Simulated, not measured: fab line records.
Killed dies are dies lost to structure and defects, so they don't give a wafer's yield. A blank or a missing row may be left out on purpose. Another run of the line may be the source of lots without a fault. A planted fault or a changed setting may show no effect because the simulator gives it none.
Matching of chambers    flow sky130    4 sister chambers for SKY_VIA2_CMP_24 on cmp-01
The step polishes, stops on SiO2, t overpolish 20 s, target thk 0 nm. 27 wafers are shown with their chamber, then 12 later ones without.

== EACH WAFER AND ITS CHAMBER ==
wafer   chamber  motorCurrentA (A)  overpolishRunS (s)  slurryFlowMlMin
L074.1  2        11.1               19.994              149.7
L074.3  1        10.4               20.008              150.6
L074.5  2        11.5               20.000              149.7
L079.1  3        12.2               20.010              149.8
L079.2  1        10.5               19.999              150.1
L079.6  3        11.9               19.994              149.7
L081.3  2        11.7               19.978              149.9
L081.4  1        10.4               20.002              149.7
L081.6  0        10.0               20.003              150.2
L082.1  3        12.5               19.995              149.7
L082.2  1        10.3               19.994              150.4
L082.3  2        11.1               19.993              150.9
L084.2  2        11.7               19.989              150.0
L084.5  0        9.7                20.009              149.8
L084.6  3        12.6               20.007              150.1
L085.1  1        11.1               20.002              149.7
L085.5  1        11.3               20.006              149.8
L085.6  2        11.4               19.999              150.4
L087.1  1        9.9                20.005              149.3
L087.3  2        11.4               20.003              149.5
L087.4  0        9.3                20.008              149.6
L088.2  2        11.5               20.003              149.4
L088.3  3        12.0               20.003              149.3
L088.6  2        12.2               20.004              149.4
L090.2  3        12.3               19.996              148.8
L090.3  1        11.1               19.998              150.2
L090.4  2        11.2               20.001              150.7

SIGNATURES (means of the wafers above)
reading          chamber 0  chamber 1  chamber 2  chamber 3  scatter within a chamber
motorCurrentA    9.667      10.625     11.480     12.250     0.377
overpolishRunS   20.00667   20.00175   19.99640   20.00083   0.00659
slurryFlowMlMin  149.867    149.975    149.960    149.567    0.471
Rule: for each reading, subtract the chamber's mean from the wafer's reading, divide by that reading's scatter and square the result; add these up over the readings and take the root, which gives the wafer's distance from the chamber. The wafer belongs to the nearest chamber; if the next one is less than 2 further off, it can't be placed. The scatter is the square root of a quotient: the sum, over the shown wafers, of each reading's squared deviation from its chamber's mean, divided by wafers minus chambers.

== WAFERS WITH NO CHAMBER GIVEN ==
wafer   motorCurrentA (A)  overpolishRunS (s)  slurryFlowMlMin
L091.1  9.7                19.997              150.1
L091.2  11.4               19.992              150.2
L091.5  11.2               20.020              149.8
L094.1  10.6               20.002              149.5
L094.3  9.9                19.986              150.0
L094.4  12.7               19.983              150.0
L096.3  10.0               19.998              150.3
L096.4  11.7               19.996              149.6
L096.5  10.6               20.017              149.7
L095.2  9.2                19.972              149.5
L095.3  12.3               19.996              149.7
L095.4  10.5               20.018              150.1

== WHICH CHAMBER EACH ONE RAN IN ==
wafer   from the rows above                in truth
L091.1  can't be placed: 0 or 1            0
L091.2  can't be placed: 2 or 1            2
L091.5  can't be placed: 1 or 2 or 3 or 0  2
L094.1  can't be placed: 1 or 2 or 0       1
L094.3  can't be placed: 1 or 0 or 2       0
L094.4  can't be placed: 3 or 2            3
L096.3  can't be placed: 0 or 1            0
L096.4  can't be placed: 2 or 3            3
L096.5  can't be placed: 1 or 0 or 2       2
L095.2  can't be placed: 0 or 1 or 2       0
L095.3  can't be placed: 3 or 2            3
L095.4  can't be placed: 1 or 0 or 2       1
0 of 12 placed correctly. Can't be placed from these rows: 12 (the true chamber is among the candidates in 12). Placed wrongly: 0.
